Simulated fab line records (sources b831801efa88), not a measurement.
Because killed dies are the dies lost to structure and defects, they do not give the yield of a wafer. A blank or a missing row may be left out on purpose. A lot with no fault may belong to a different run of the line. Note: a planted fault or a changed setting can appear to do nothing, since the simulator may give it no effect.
fab line records + flow sky130 + part 2 of 2: steps 27 to 39 of 39
record:
- lots: 5
- wafers: 15
- lastDay: 50
route steps=708 shown VIA1@479 METAL2@483 VIA2@507
lots that met no fault: from a run of the same line without faults
startH: hours from the record's first day to the start of the lot's first wafer shown + waitH: time in hours since the lot's previous step + " repeats the value in the row above + L1.1+2: a row that stands for several wafers + - value missing, or start not given + * or withheld: withheld + < > ~ a bound
route shown NAME@n: NAME is a module with steps in the file, n the number in the route of the first one + usual: mean/standard deviation taken from wafers without a fault + same: alike in all rows + chamber/n: place in a boat + sites: per-site readings + _std_site: how widely they spread, as a standard deviation + _edge_site: the outer-site mean with the inner-site mean subtracted + radiusMm: how far each site lies from the wafer's centre + mask NAME#n: copy n + behind: the last tool/chamber to shape the wafer + hold: the reason the lot was held/the length of the hold in hours/how it ended + device: transistor that didn't switch, given as n, p or np + end of line: tests run on the same wafers once the route is complete + a step with no rows: only its recipe + killed: dies lost to structure and defects at the first sort, not the wafer's yield + map: a wafer's dies, marking killed ones x, the rest . and places with no die _
set.NAME: the setting that was run; set.NAME@STEP: the one run at that earlier step + model.NAME: the simulator's own value behind a step, which no gauge read
certain route steps with their lots: each step a table, each wafer a row
services: when a tool's chamber went out of use (startH, in hours from the record's first day, below 0 if earlier), for how many hours, and the reason
== steps ==
step: SKY_METAL2_CLEAN_22
recipe:
- chemistry: IPA
- timeS: 180
- tempC: 25
same:
- timeS: 180
| lot.wafer  | tool        | chamber | startH | waitH |
|------------|-------------|---------|--------|-------|
| L077.3+4+6 | wetBench-02 | 1       | 853.28 | 0.0   |
| L084.1+3+6 | wetBench-04 | 0       | 896.03 | 0.0   |
| L092.2+3+4 | wetBench-04 | 0       | 962.03 | 0.0   |
| L095.2+4+5 | wetBench-01 | 2       | 971.17 | 0.0   |
| L097.1+2+4 | wetBench-04 | 0       | 985.28 | 0.0   |
step: SKY_METAL2_CLEAN_23
recipe:
- chemistry: O3/DIW
- dry: n2Spin
| lot.wafer  | tool        | chamber | startH | waitH |
|------------|-------------|---------|--------|-------|
| L077.3+4+6 | wetBench-04 | 3       | 853.34 | 0.0   |
| L084.1+3+6 | wetBench-01 | 2       | 896.09 | 0.0   |
| L092.2+3+4 | wetBench-02 | 0       | 962.08 | 0.0   |
| L095.2+4+5 | wetBench-02 | 0       | 971.23 | 0.0   |
| L097.1+2+4 | wetBench-01 | 0       | 985.34 | 0.0   |
step: SKY_VIA2_HDPCVD_00
recipe:
- material: SiO2
- targetThkNm: 1180
- sigmaOpenFrac: 0.3
- timeS: 196.7
- tempC: 400
- sih4FlowSccm: 60
- pressureMtorr: 6
usual:
- sih4FlowSccm: 59.98/0.16
same:
- timeS: 196.7
| lot.wafer | tool      | chamber | startH | waitH | sih4FlowSccm |
|-----------|-----------|---------|--------|-------|--------------|
| L077.3    | hdpcvd-01 | 0       | 853.53 | 0.0   | 60.04        |
| L077.4    | "         | 1       | "      | "     | 59.90        |
| L077.6    | "         | 0       | "      | "     | 59.87        |
| L084.1    | hdpcvd-02 | 1       | 896.18 | 0.0   | 59.87        |
| L084.3    | "         | 0       | "      | "     | 60.18        |
| L084.6    | "         | 0       | "      | "     | 59.87        |
| L092.2    | hdpcvd-02 | 1       | 962.18 | 0.0   | 59.91        |
| L092.3    | "         | 1       | "      | "     | 59.91        |
| L092.4    | "         | 2       | "      | "     | 59.72        |
| L095.2    | hdpcvd-01 | 2       | 971.32 | 0.0   | 60.10        |
| L095.4    | "         | 1       | "      | "     | 60.22        |
| L095.5    | "         | 2       | "      | "     | 59.89        |
| L097.1    | hdpcvd-02 | 2       | 985.43 | 0.0   | 59.84        |
| L097.2    | "         | 1       | "      | "     | 59.82        |
| L097.4    | "         | 1       | "      | "     | 59.99        |
step: SKY_VIA2_THK_MEAS_01
recipe:
- reads: SiO2_of_VIA2_HDPCVD_00
usual:
- VIA2_HDPCVD_THK: 1185/13
| lot.wafer | tool         | chamber | startH | waitH | VIA2_HDPCVD_THK[nm] |
|-----------|--------------|---------|--------|-------|---------------------|
| L077.3    | filmMetro-02 | -       | 853.67 | 0.1   | 1187                |
| L077.4    | "            | -       | "      | "     | 1201                |
| L077.6    | "            | -       | "      | "     | 1195                |
| L084.1    | filmMetro-04 | -       | 896.31 | 0.1   | 1190                |
| L084.3    | "            | -       | "      | "     | 1191                |
| L084.6    | "            | -       | "      | "     | 1196                |
| L092.2    | filmMetro-04 | -       | 962.38 | 0.1   | 1190                |
| L092.3    | "            | -       | "      | "     | 1200                |
| L092.4    | "            | -       | "      | "     | 1193                |
| L095.2    | filmMetro-01 | -       | 971.46 | 0.1   | 1175                |
| L095.4    | "            | -       | "      | "     | 1179                |
| L095.5    | "            | -       | "      | "     | 1189                |
| L097.1    | filmMetro-01 | -       | 985.55 | 0.1   | 1172                |
| L097.2    | "            | -       | "      | "     | 1163                |
| L097.4    | "            | -       | "      | "     | 1179                |
step: SKY_VIA2_CMP_02
recipe:
- material: SiO2
- downForcePsi: 4
- platenRpm: 60
- padVelocityMS: 0.94248
usual:
- motorCurrentA: 11.7/0.68
| lot.wafer | tool   | chamber | startH | waitH | motorCurrentA |
|-----------|--------|---------|--------|-------|---------------|
| L077.3    | cmp-01 | 2       | 853.76 | 0.1   | 11.6          |
| L077.4    | "      | 3       | "      | "     | 10.9          |
| L077.6    | "      | 1       | "      | "     | 11.9          |
| L084.3    | cmp-01 | 2       | 896.42 | 0.1   | 11.6          |
| L084.1    | "      | 3       | "      | "     | 10.8          |
| L084.6    | "      | 1       | "      | "     | 12.0          |
| L092.4    | cmp-01 | 1       | 962.48 | 0.1   | 12.5          |
| L092.3    | "      | 2       | "      | "     | 12.2          |
| L092.2    | "      | 3       | "      | "     | 10.6          |
| L095.4    | cmp-02 | 1       | 971.59 | 0.1   | 12.8          |
| L095.2    | "      | 3       | "      | "     | 11.4          |
| L095.5    | "      | 1       | "      | "     | 12.0          |
| L097.2    | cmp-02 | 1       | 985.61 | 0.0   | 12.5          |
| L097.1    | "      | 2       | "      | "     | 11.2          |
| L097.4    | "      | 0       | "      | "     | 12.3          |
step: SKY_VIA2_BOW_MEAS_03
recipe:
- mode: bow
usual:
- VIA2_BOW: 85/6.6
| lot.wafer | tool         | chamber | startH | waitH | VIA2_BOW[um] |
|-----------|--------------|---------|--------|-------|--------------|
| L077.3    | filmMetro-01 | -       | 854.05 | 0.2   | 96           |
| L077.4    | "            | -       | "      | "     | 85           |
| L077.6    | "            | -       | "      | "     | 87           |
| L084.1    | filmMetro-02 | -       | 896.67 | 0.1   | 73           |
| L084.3    | "            | -       | "      | "     | 79           |
| L084.6    | "            | -       | "      | "     | 86           |
| L092.2    | filmMetro-02 | -       | 962.75 | 0.1   | 87           |
| L092.3    | "            | -       | "      | "     | 78           |
| L092.4    | "            | -       | "      | "     | 85           |
| L095.2    | filmMetro-04 | -       | 971.91 | 0.2   | 84           |
| L095.4    | "            | -       | "      | "     | 86           |
| L095.5    | "            | -       | "      | "     | 88           |
| L097.1    | filmMetro-04 | -       | 985.91 | 0.2   | 85           |
| L097.2    | "            | -       | "      | "     | 87           |
| L097.4    | "            | -       | "      | "     | 84           |
step: SKY_VIA2_DEHYDRATE_04
recipe:
- tempC: 200
- timeS: 60
usual:
- plateTempC: 199.97/0.17
same:
- timeS: 60
| lot.wafer | tool          | chamber | startH | waitH | plateTempC |
|-----------|---------------|---------|--------|-------|------------|
| L077.3    | lithoTrack-03 | 0       | 866.04 | 12.0  | 199.96     |
| L077.4    | "             | 0       | "      | "     | 199.88     |
| L077.6    | "             | 0       | "      | "     | 199.89     |
| L084.1    | lithoTrack-02 | 0       | 908.80 | 12.1  | 199.81     |
| L084.3    | "             | 0       | "      | "     | 200.13     |
| L084.6    | "             | 0       | "      | "     | 199.96     |
| L092.2    | lithoTrack-03 | 0       | 973.42 | 10.7  | 199.86     |
| L092.3    | "             | 0       | "      | "     | 200.06     |
| L092.4    | "             | 0       | "      | "     | 199.95     |
| L095.2    | lithoTrack-04 | 0       | 983.22 | 11.3  | 199.76     |
| L095.4    | "             | 0       | "      | "     | 200.13     |
| L095.5    | "             | 0       | "      | "     | 199.99     |
| L097.1    | lithoTrack-04 | 0       | 996.50 | 10.6  | 199.97     |
| L097.2    | "             | 0       | "      | "     | 200.02     |
| L097.4    | "             | 0       | "      | "     | 199.91     |
step: SKY_VIA2_HMDS_05
recipe:
- primeTimeS: 60
- primeTempC: 120
| lot.wafer  | tool          | chamber | startH | waitH |
|------------|---------------|---------|--------|-------|
| L077.3+4+6 | lithoTrack-03 | 0       | 866.19 | 0.1   |
| L084.1+3+6 | lithoTrack-02 | 0       | 908.95 | 0.1   |
| L092.2+3+4 | lithoTrack-03 | 0       | 973.57 | 0.1   |
| L095.2+4+5 | lithoTrack-04 | 0       | 983.37 | 0.1   |
| L097.1+2+4 | lithoTrack-04 | 0       | 996.65 | 0.1   |
step: SKY_VIA2_COAT_06
recipe:
- resist: BARC
- tempC: withheld
- timeS: withheld
- spinRpm: 3000
- resistThkNm: 60
| lot.wafer  | tool          | chamber | startH | waitH |
|------------|---------------|---------|--------|-------|
| L077.3+4+6 | lithoTrack-03 | 0       | 866.34 | 0.1   |
| L084.1+3+6 | lithoTrack-02 | 0       | 909.10 | 0.1   |
| L092.2+3+4 | lithoTrack-03 | 0       | 973.72 | 0.1   |
| L095.2+4+5 | lithoTrack-04 | 0       | 983.52 | 0.1   |
| L097.1+2+4 | lithoTrack-04 | 0       | 996.80 | 0.1   |
step: SKY_VIA2_COAT_07
recipe:
- resist: KrF-thick
- spinRpm: 3000
- resistThkNm: 450
| lot.wafer  | tool          | chamber | startH | waitH |
|------------|---------------|---------|--------|-------|
| L077.3+4+6 | lithoTrack-03 | 0       | -      | -     |
| L084.1+3+6 | lithoTrack-02 | 0       | -      | -     |
| L092.2+3+4 | lithoTrack-03 | 0       | -      | -     |
| L095.2+4+5 | lithoTrack-04 | 0       | -      | -     |
| L097.1+2+4 | lithoTrack-04 | 0       | -      | -     |
step: SKY_VIA2_SOFTBAKE_08
recipe:
- tempC: 100
- timeS: 90
- resist: KrF-thick
usual:
- plateTempC: 99.99/0.11
same:
- timeS: 90
| lot.wafer | tool          | chamber | startH | waitH | plateTempC |
|-----------|---------------|---------|--------|-------|------------|
| L077.3    | lithoTrack-03 | 0       | -      | -     | 100.16     |
| L077.4    | "             | 0       | "      | "     | 100.21     |
| L077.6    | "             | 0       | "      | "     | 100.37     |
| L084.1    | lithoTrack-02 | 0       | -      | -     | 99.94      |
| L084.3    | "             | 0       | "      | "     | 99.96      |
| L084.6    | "             | 0       | "      | "     | 99.96      |
| L092.2    | lithoTrack-03 | 0       | -      | -     | 99.71      |
| L092.3    | "             | 0       | "      | "     | 100.02     |
| L092.4    | "             | 0       | "      | "     | 99.92      |
| L095.2    | lithoTrack-04 | 0       | -      | -     | 99.91      |
| L095.4    | "             | 0       | "      | "     | 100.14     |
| L095.5    | "             | 0       | "      | "     | 99.97      |
| L097.1    | lithoTrack-04 | 0       | -      | -     | 100.08     |
| L097.2    | "             | 0       | "      | "     | 100.07     |
| L097.4    | "             | 0       | "      | "     | 100.01     |
step: SKY_VIA2_EXPOSE_09
recipe:
- maskId: VIM2
- na: 0.8
- sourceShape: annular
- sigmaInner: 0.55
- sigmaOuter: 0.85
- targetCdNm: 200
- doseMj: 38
same:
- sigmaOuter: 0.85
| lot.wafer  | tool          | chamber | startH | waitH | mask   |
|------------|---------------|---------|--------|-------|--------|
| L077.3+4+6 | krfScanner-02 | 0       | -      | -     | VIM2#0 |
| L084.1+3+6 | krfScanner-02 | 0       | -      | -     | VIM2#0 |
| L092.2+3+4 | krfScanner-02 | 0       | -      | -     | VIM2#0 |
| L095.2+4+5 | krfScanner-02 | 0       | -      | -     | VIM2#0 |
| L097.1+2+4 | krfScanner-02 | 0       | -      | -     | VIM2#0 |
step: SKY_VIA2_PEB_10
recipe:
- pebTempC: withheld
- pebTimeS: withheld
- resist: KrF-thick
| lot.wafer  | tool          | chamber | startH | waitH |
|------------|---------------|---------|--------|-------|
| L077.3+4+6 | lithoTrack-02 | 0       | -      | -     |
| L084.1+3+6 | lithoTrack-03 | 0       | -      | -     |
| L092.2+3+4 | lithoTrack-02 | 0       | -      | -     |
| L095.2+4+5 | lithoTrack-04 | 0       | -      | -     |
| L097.1+2+4 | lithoTrack-02 | 0       | -      | -     |
== services ==
| tool          | chamber | startH  | hours | kind   |
|---------------|---------|---------|-------|--------|
| cmp-02        | -       | 805.14  | 1.0   | repair |
| cmp-01        | -       | 808.97  | 1.9   | repair |
| krfScanner-02 | -       | 810.42  | 1.0   | pm     |
| pvdSputter-02 | -       | 812.79  | 4.9   | repair |
| cmp-02        | -       | 820.91  | 2.7   | repair |
| cmp-01        | -       | 829.99  | 4.0   | pm     |
| krfScanner-02 | -       | 835.24  | 0.8   | pm     |
| cmp-01        | -       | 842.75  | 0.4   | repair |
| wetBench-04   | -       | 863.68  | 10.4  | repair |
| cmp-01        | -       | 873.79  | 9.9   | pm     |
| cmp-02        | -       | 889.75  | 6.3   | pm     |
| cmp-02        | -       | 897.26  | 3.0   | repair |
| cmp-01        | -       | 903.37  | 2.6   | repair |
| cmp-02        | -       | 905.59  | 1.4   | repair |
| cmp-01        | -       | 912.17  | 4.0   | pm     |
| cmp-02        | -       | 917.61  | 5.5   | repair |
| krfScanner-02 | -       | 943.26  | 1.3   | pm     |
| rieMetal-02   | 0       | 975.74  | 1.5   | repair |
| rieMetal-02   | -       | 976.68  | 0.6   | repair |
| krfScanner-02 | -       | 979.42  | 1.0   | pm     |
| pvdSputter-02 | -       | 983.41  | 1.5   | repair |
| rieMetal-02   | 0       | 994.43  | 4.1   | repair |
| pvdSputter-02 | -       | 995.85  | 1.8   | repair |
| krfScanner-02 | -       | 1003.94 | 0.8   | pm     |
